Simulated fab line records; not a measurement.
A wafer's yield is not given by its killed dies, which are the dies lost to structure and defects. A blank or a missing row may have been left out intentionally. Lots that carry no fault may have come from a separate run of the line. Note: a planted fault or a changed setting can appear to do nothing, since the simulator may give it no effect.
fab line records    flow sky130
record: lots: 12  wafers: 36  last_day: 49
route steps=708 shown FIELD_ISO@14 NWELL@65 PAD_OPEN@708
lots untouched by any fault: they come from a run of this same line in which no faults occurred
start_h: start of the lot's first displayed wafer, in hours after the record's first day    wait_h: hours since the lot's step before    " unchanged from the row above    L1.1+2: a row that stands for several wafers    - no value present, or no start provided    * or withheld: withheld    < > ~ a bound
route shown NAME@n: a module of which the file shows steps, and the number in the route of the first    usual: average and standard deviation across the fault-free wafers    same: alike in all rows    chamber/n: place in a boat    sites: the reading at each site    _std_site: their standard deviation    _edge_site: the outer-site mean with the inner-site mean subtracted    radius_mm: for every site, how far away it sits from the centre of the wafer    mask NAME#n: copy n    behind: the last tool/chamber to shape the wafer    hold: the reason the lot was held/the length of the hold in hours/how it ended    device: the n, p or np transistor that did not switch    end of line: the tests these same wafers got at the end of their route    a step given without rows: its recipe and nothing more    killed: not the wafer's yield, but the dies lost to structure and defects at the first sort    map: a wafer's dies, marking killed ones x, the rest . and places with no die _
set.NAME: the run value of the setting; set.NAME@STEP: its run value at that earlier step    model.NAME: the simulator's own value behind a step, which no gauge read
one table for each step of the route and one row for each wafer, over a sample of lots
services: a tool's chamber out of use, with start hour (start_h, from the record's first day; less than 0 if before it), hours out, and reason
== steps ==
step: SKY_FIELD_ISO_CD_MEAS_13
recipe: target_cd_nm: 150
usual: cd_nm: 149.7/1.4
lot.wafer  tool       chamber  start_h  wait_h  cd_nm
L817.4     cd_sem-02  -        30.67    -       150.4
L817.5     "          -        "        "       149.9
L817.6     "          -        "        "       148.4
L818.1     cd_sem-01  -        34.58    -       147.7
L818.2     "          -        "        "       149.3
L818.6     "          -        "        "       148.9
L819.1     cd_sem-01  -        40.56    -       147.5
L819.4     "          -        "        "       149.2
L819.6     "          -        "        "       147.9
L820.4     cd_sem-01  -        45.87    -       150.9
L820.5     "          -        "        "       150.1
L820.6     "          -        "        "       149.8
L821.2     cd_sem-01  -        48.73    -       149.8
L821.5     "          -        "        "       150.4
L821.6     "          -        "        "       150.2
L822.2     cd_sem-02  -        55.15    -       150.2
L822.4     "          -        "        "       150.0
L822.6     "          -        "        "       148.2
L824.3     cd_sem-02  -        65.75    -       153.9
L824.5     "          -        "        "       153.1
L824.6     "          -        "        "       153.3
L823.2     cd_sem-01  -        66.43    -       149.4
L823.4     "          -        "        "       150.1
L823.5     "          -        "        "       150.4
L825.1     cd_sem-01  -        74.16    -       148.1
L825.5     "          -        "        "       148.0
L825.6     "          -        "        "       149.3
L826.2     cd_sem-02  -        74.53    -       147.0
L826.3     "          -        "        "       146.6
L826.4     "          -        "        "       147.4
L833.3     cd_sem-01  -        115.97   -       150.2
L833.4     "          -        "        "       150.9
L833.5     "          -        "        "       148.9
L834.2     cd_sem-02  -        119.10   -       150.9
L834.3     "          -        "        "       151.9
L834.6     "          -        "        "       150.8
step: SKY_NWELL_IMPLANT_12
recipe: species: P  energy_kev: 120  dose_cm2: 1.3e+12  tilt_deg: withheld
usual: dose_ions_cm2: 1.3004e+12/1.4e+09  faraday_current_uA: 7.35/0.15
lot.wafer  tool          chamber  start_h  wait_h  dose_ions_cm2  faraday_current_uA
L817.4     implanter-02  0        91.34    0.1     1.3017e+12     7.36
L817.5     "             0        "        "       1.3004e+12     7.20
L817.6     "             0        "        "       1.3019e+12     7.44
L818.1     implanter-02  0        105.30   0.1     1.3024e+12     7.56
L818.2     "             0        "        "       1.3014e+12     7.28
L818.6     "             0        "        "       1.3012e+12     7.27
L819.1     implanter-02  0        115.20   0.1     1.3017e+12     7.00
L819.4     "             0        "        "       1.3026e+12     7.23
L819.6     "             0        "        "       1.3007e+12     7.30
L821.2     implanter-04  0        116.12   0.1     1.3019e+12     7.02
L821.5     "             0        "        "       1.3028e+12     7.57
L821.6     "             0        "        "       1.2996e+12     7.36
L820.4     implanter-03  0        116.87   0.1     1.3004e+12     7.36
L820.5     "             0        "        "       1.3e+12        7.69
L820.6     "             0        "        "       1.2986e+12     7.35
L822.2     implanter-03  0        129.62   0.1     1.2996e+12     7.48
L822.4     "             0        "        "       1.2987e+12     7.36
L822.6     "             0        "        "       1.2967e+12     7.26
L823.2     implanter-02  0        143.02   0.1     1.2997e+12     7.63
L823.4     "             0        "        "       1.3019e+12     7.19
L823.5     "             0        "        "       1.2988e+12     7.17
L825.1     implanter-03  0        143.77   0.1     1.2999e+12     7.51
L825.5     "             0        "        "       1.3001e+12     7.32
L825.6     "             0        "        "       1.298e+12      7.20
L824.3     implanter-02  0        144.24   0.1     1.3013e+12     7.31
L824.5     "             0        "        "       1.302e+12      7.46
L824.6     "             0        "        "       1.3009e+12     7.32
L826.2     implanter-02  0        145.27   0.1     1.2993e+12     7.28
L826.3     "             0        "        "       1.3016e+12     7.29
L826.4     "             0        "        "       1.2977e+12     7.32
L833.3     implanter-04  0        180.22   0.1     1.1908e+12     6.63
L833.4     "             0        "        "       1.1901e+12     6.91
L833.5     "             0        "        "       1.1892e+12     6.79
L834.2     implanter-04  0        189.92   0.1     1.1903e+12     6.89
L834.3     "             0        "        "       1.1897e+12     6.85
L834.6     "             0        "        "       1.1898e+12     6.66
step: SKY_NWELL_STRIP_14
recipe: chemistry: O2/N2  power_w: 1400  pressure_mtorr: 1500  platen_temp_c: withheld  o2_flow_sccm: 3000  n2_flow_sccm: 300  overash_fraction: 0.5
usual: drypump_motor_current_A: 5.7/0.31  n2_flow_sccm: 300.0/0.92  oes_product_au: 0.723/0.0049  strip_time_to_endpoint_s: 36.95/0.093
same: overash_fraction: 0.5
lot.wafer  tool             chamber  start_h  wait_h  drypump_motor_current_A  n2_flow_sccm  oes_product_au  rf_hours_counter_h  strip_time_to_endpoint_s
L817.4     plasma_asher-02  0        91.60    0.1     5.6                      301.8         0.722           -                   36.94
L817.5     "                1        "        "       5.6                      301.0         0.714           -                   36.91
L817.6     "                0        "        "       5.6                      302.1         0.725           -                   36.91
L818.1     plasma_asher-01  1        105.60   0.1     6.2                      299.1         0.718           42                  36.90
L818.2     "                0        "        "       5.5                      299.6         0.722           42                  36.86
L818.6     "                0        "        "       5.5                      300.3         0.724           -                   36.93
L819.1     plasma_asher-02  0        115.50   0.1     5.6                      300.5         0.720           44                  37.06
L819.4     "                1        "        "       5.6                      300.3         0.721           -                   36.95
L819.6     "                1        "        "       5.6                      300.4         0.713           -                   36.93
L821.2     plasma_asher-04  1        116.39   0.1     5.3                      299.2         0.720           43                  36.97
L821.5     "                0        "        "       6.0                      299.7         0.724           -                   36.85
L821.6     "                1        "        "       5.3                      299.6         0.725           -                   36.74
L820.4     plasma_asher-04  0        117.13   0.1     6.0                      300.0         0.721           -                   36.88
L820.5     "                1        "        "       5.3                      300.1         0.717           -                   36.88
L820.6     "                0        "        "       6.0                      300.4         0.723           -                   36.90
L822.2     plasma_asher-04  0        129.89   0.1     6.0                      298.7         0.723           44                  36.94
L822.4     "                0        "        "       6.1                      300.0         0.726           -                   36.94
L822.6     "                1        "        "       5.3                      300.9         0.726           -                   36.83
L823.2     plasma_asher-04  1        143.29   0.1     5.3                      300.9         0.721           46                  37.11
L823.4     "                1        "        "       5.3                      300.6         0.725           -                   37.20
L823.5     "                0        "        "       6.0                      300.2         0.729           -                   37.11
L825.1     plasma_asher-01  0        144.07   0.1     5.5                      299.0         0.714           3                   36.87
L825.5     "                0        "        "       5.5                      298.9         0.721           -                   36.94
L825.6     "                1        "        "       6.2                      300.6         0.723           -                   36.98
L824.3     plasma_asher-04  0        144.53   0.1     6.0                      301.7         0.716           -                   36.88
L824.5     "                0        "        "       6.0                      299.5         0.732           -                   36.89
L824.6     "                1        "        "       5.3                      299.8         0.719           -                   36.94
L826.2     plasma_asher-04  0        145.54   0.1     6.0                      300.5         0.720           46                  37.00
L826.3     "                0        "        "       6.0                      301.5         0.724           -                   36.99
L826.4     "                1        "        "       5.3                      299.8         0.720           -                   37.00
L833.3     plasma_asher-04  1        180.50   0.1     5.3                      300.9         0.726           -                   36.86
L833.4     "                0        "        "       6.1                      299.6         0.717           -                   36.84
L833.5     "                0        "        "       6.1                      298.7         0.717           -                   36.84
L834.2     plasma_asher-01  1        190.19   0.1     6.2                      298.6         0.719           8                   36.96
L834.3     "                1        "        "       6.2                      299.3         0.732           -                   36.95
L834.6     "                1        "        "       6.2                      297.9         0.725           -                   36.93
step: SKY_NWELL_OVL_MEAS_23
usual: NWELL_01_OVL: -0.3/1.3
lot.wafer  tool        chamber  start_h  wait_h  NWELL_01_OVL[nm]
L817.4     overlay-01  -        108.75   -       0.2
L817.5     "           -        "        "       -1.4
L817.6     "           -        "        "       -0.6
L818.1     overlay-02  -        123.63   -       0.7
L818.2     "           -        "        "       0.5
L818.6     "           -        "        "       2.5
L819.1     overlay-01  -        133.56   -       -5.1
L819.4     "           -        "        "       -2.8
L819.6     "           -        "        "       -1.0
L821.2     overlay-01  -        134.44   -       1.9
L821.5     "           -        "        "       1.8
L821.6     "           -        "        "       1.0
L820.4     overlay-02  -        135.53   -       0.8
L820.5     "           -        "        "       0.1
L820.6     "           -        "        "       0.0
L822.2     overlay-01  -        147.94   -       0.9
L822.4     "           -        "        "       1.1
L822.6     "           -        "        "       -0.7
L823.2     overlay-02  -        162.16   -       -0.9
L823.4     "           -        "        "       -1.6
L823.5     "           -        "        "       0.4
L825.1     overlay-02  -        163.16   -       0.9
L825.5     "           -        "        "       1.5
L825.6     "           -        "        "       1.3
L824.3     overlay-01  -        163.52   -       -1.3
L824.5     "           -        "        "       0.4
L824.6     "           -        "        "       -2.1
L826.2     overlay-01  -        165.31   -       -1.3
L826.3     "           -        "        "       -1.9
L826.4     "           -        "        "       -2.7
L833.3     overlay-01  -        202.14   -       0.0
L833.4     "           -        "        "       0.9
L833.5     "           -        "        "       0.3
L834.2     overlay-01  -        211.81   -       0.3
L834.3     "           -        "        "       -0.3
L834.6     "           -        "        "       -0.2
step: SKY_PAD_OPEN_PROBE_99
usual: killed_at_M0_to_M3: 44/6.8  killed_at_M4_up: 3.1/1.8  killed_at_contacts: 25/5.2  killed_at_front_end: 15/4.1  killed_at_other: 0.3/0.62  killed_dies: 88/9.4  killed_open: 48/7.1  killed_short: 40/6.1
same: gross_dies: 492  killed_at_back_side: 0
lot.wafer  tool       chamber  start_h  wait_h  killed_at_M0_to_M3  killed_at_M4_up  killed_at_contacts  killed_at_front_end  killed_at_other  killed_dies  killed_open  killed_short
L819.1     prober-02  -        1103.18  0.1     49                  0                24                  20                   0                93           49           44
L819.4     prober-02  -        1103.33  0.2     49                  2                31                  16                   1                99           61           38
L819.6     prober-02  -        1103.43  0.2     44                  2                25                  15                   1                87           56           30
L822.2     prober-01  -        1116.85  0.1     40                  6                26                  17                   1                90           43           47
L822.4     prober-01  -        1116.95  0.2     36                  3                25                  14                   0                78           41           37
L822.6     prober-01  -        1117.05  0.2     42                  3                27                  13                   0                85           44           41
L823.2     prober-02  -        1130.88  0.1     46                  4                29                  17                   0                96           51           45
L823.4     prober-02  -        1130.98  0.2     53                  3                25                  11                   1                93           57           36
L823.5     prober-02  -        1131.03  0.2     45                  3                33                  13                   0                94           57           37
L833.3     prober-02  -        1165.48  0.2     49                  1                28                  21                   0                99           51           48
L833.4     prober-02  -        1165.53  0.2     31                  3                25                  22                   0                81           45           36
L833.5     prober-02  -        1165.58  0.2     40                  7                25                  16                   0                88           53           35
L834.2     prober-01  -        1175.95  0.1     43                  2                14                  7                    0                66           41           25
L834.3     prober-01  -        1176.00  0.2     45                  0                23                  13                   0                81           46           35
L834.6     prober-01  -        1176.15  0.2     43                  4                20                  13                   0                80           45           35
killed by level:class
L819.1 POLY_GATE:geometric_particle:open=9 VIA1:geometric_particle:open=9 CONTACT:geometric_particle:open=9 METAL2:geometric_particle:short=9 LI_CONTACT:geometric_particle:open=6 METAL1:geometric_particle:short=6 CONTACT:geometric_particle:short=5 VIA1:geometric_particle:short=5
L819.4 VIA1:geometric_particle:open=14 CONTACT:geometric_particle:open=13 CONTACT:geometric_particle:short=7 VIA1:geometric_particle:short=7 LI_CONTACT:geometric_particle:open=6 METAL1:geometric_particle:short=6 VIA3:geometric_particle:open=6 VIA2:geometric_particle:open=6
L819.6 VIA1:geometric_particle:open=13 CONTACT:geometric_particle:open=9 LI_CONTACT:geometric_particle:open=8 METAL1:geometric_particle:short=6 VIA1:geometric_particle:short=6 VIA2:geometric_particle:open=6 FIELD_ISO:geometric_particle:open=5 POLY_GATE:geometric_particle:short=5
L822.2 METAL1:geometric_particle:short=12 LI_CONTACT:geometric_particle:open=8 VIA1:geometric_particle:open=7 FIELD_ISO:geometric_particle:open=6 CONTACT:geometric_particle:open=6 VIA3:geometric_particle:open=5 LI_CONTACT:geometric_particle:short=4 CONTACT:geometric_particle:short=4
L822.4 LI_CONTACT:geometric_particle:open=13 VIA1:geometric_particle:open=7 FIELD_ISO:geometric_particle:open=6 VIA1:geometric_particle:short=6 FIELD_ISO:geometric_particle:short=5 VIA2:geometric_particle:open=5 METAL1:geometric_particle:short=4 LI_CONTACT:geometric_particle:short=3
L822.6 VIA1:geometric_particle:open=9 VIA1:geometric_particle:short=9 CONTACT:geometric_particle:open=8 LI_CONTACT:geometric_particle:open=7 FIELD_ISO:geometric_particle:short=6 CONTACT:geometric_particle:short=6 VIA2:geometric_particle:open=5 LOCAL_INTERCONNECT:geometric_particle:short=4
L823.2 VIA1:geometric_particle:open=10 CONTACT:geometric_particle:short=9 CONTACT:geometric_particle:open=7 FIELD_ISO:geometric_particle:open=6 LI_CONTACT:geometric_particle:short=6 METAL1:geometric_particle:short=6 METAL2:geometric_particle:short=6 VIA2:geometric_particle:open=5
L823.4 VIA1:geometric_particle:open=15 CONTACT:geometric_particle:open=12 LI_CONTACT:geometric_particle:open=8 VIA2:geometric_particle:open=8 VIA1:geometric_particle:short=6 METAL2:geometric_particle:short=6 VIA3:geometric_particle:open=5 FIELD_ISO:geometric_particle:short=4
L823.5 VIA1:geometric_particle:open=17 CONTACT:geometric_particle:open=12 LI_CONTACT:geometric_particle:open=9 LOCAL_INTERCONNECT:geometric_particle:short=6 VIA1:geometric_particle:short=6 POLY_GATE:geometric_particle:open=5 VIA2:geometric_particle:open=5 METAL2:geometric_particle:short=3
L833.3 CONTACT:geometric_particle:open=10 VIA1:geometric_particle:open=10 VIA3:geometric_particle:open=9 POLY_GATE:geometric_particle:short=8 VIA1:geometric_particle:short=8 VIA2:geometric_particle:open=6 LOCAL_INTERCONNECT:geometric_particle:short=5 METAL2:geometric_particle:short=5
L833.4 CONTACT:geometric_particle:open=12 VIA2:geometric_particle:open=9 POLY_GATE:geometric_particle:short=7 VIA1:geometric_particle:open=7 FIELD_ISO:geometric_particle:short=5 LI_CONTACT:geometric_particle:open=5 METAL1:geometric_particle:short=5 POLY_GATE:geometric_particle:open=4
L833.5 VIA1:geometric_particle:open=11 CONTACT:geometric_particle:open=10 VIA3:geometric_particle:open=7 FIELD_ISO:geometric_particle:open=5 LI_CONTACT:geometric_particle:open=5 METAL2:geometric_particle:short=5 METAL4:geometric_particle:short=5 LI_CONTACT:geometric_particle:short=4
L834.2 VIA1:geometric_particle:open=10 CONTACT:geometric_particle:open=8 VIA2:geometric_particle:open=8 VIA1:geometric_particle:short=7 LI_CONTACT:geometric_particle:open=5 METAL1:geometric_particle:short=5 METAL2:geometric_particle:short=5 VIA3:geometric_particle:open=4
L834.3 VIA1:geometric_particle:open=15 CONTACT:geometric_particle:open=13 METAL1:geometric_particle:short=6 METAL2:geometric_particle:short=6 VIA1:geometric_particle:short=4 FIELD_ISO:geometric_particle:open=3 LI_CONTACT:geometric_particle:open=3 CONTACT:geometric_particle:short=3
L834.6 VIA1:geometric_particle:open=12 CONTACT:geometric_particle:open=7 LI_CONTACT:geometric_particle:open=6 METAL2:geometric_particle:short=6 CONTACT:geometric_particle:short=5 METAL1:geometric_particle:short=5 METAL4:geometric_particle:short=4 VIA2:geometric_particle:open=4
== services ==
tool             chamber  start_h  hours  kind
implanter-04     -        89.64    1.8    repair
plasma_asher-01  -        108.75   9.0    pm
plasma_asher-01  0        108.75   9.0    vent_cycle
plasma_asher-01  1        108.75   9.0    vent_cycle
implanter-04     -        116.39   30.5   pm
plasma_asher-01  0        117.75   -      clean
plasma_asher-01  1        117.75   -      clean
plasma_asher-02  -        122.74   14.6   pm
implanter-04     -        150.60   4.2    repair
plasma_asher-04  -        158.49   7.1    repair
plasma_asher-04  -        165.04   4.0    repair
implanter-04     -        175.38   2.6    repair
implanter-02     -        181.94   1.7    repair
== key ==
first_sign: step: SKY_NWELL_IMPLANT_12  reading: dose_ions_cm2  direction: down  sigmas: 80  usual: *  struck: *
effect: step: SKY_NWELL_IMPLANT_12  reading: faraday_current_uA  direction: down  sigmas: 3.8  usual: 7.35  struck: 6.79
met_at SKY_NWELL_IMPLANT_12
struck_lots L833,L834
tester_left_out L833,L834
not_acting_at SKY_FIELD_ISO_CD_MEAS_13,SKY_NWELL_STRIP_14,SKY_NWELL_OVL_MEAS_23
onset_between 116.12 180.22
fault: kind: process_parameter_drift  tool: implanter-04  chamber: -  onset_h: 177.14  steps: SKY_NWELL_IMPLANT_12  channel: dose_cm2  offset: *  shape: step  end_h: 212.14  acts_in: *  stated: *
tester_left_out: of these lots the tester's yield and bins aren't shown, on N5 and GAA mostly nor the transistor test; their killed dies are dies lost to structure and defects alone, not to doping, threshold or leakage, so they don't give the yield
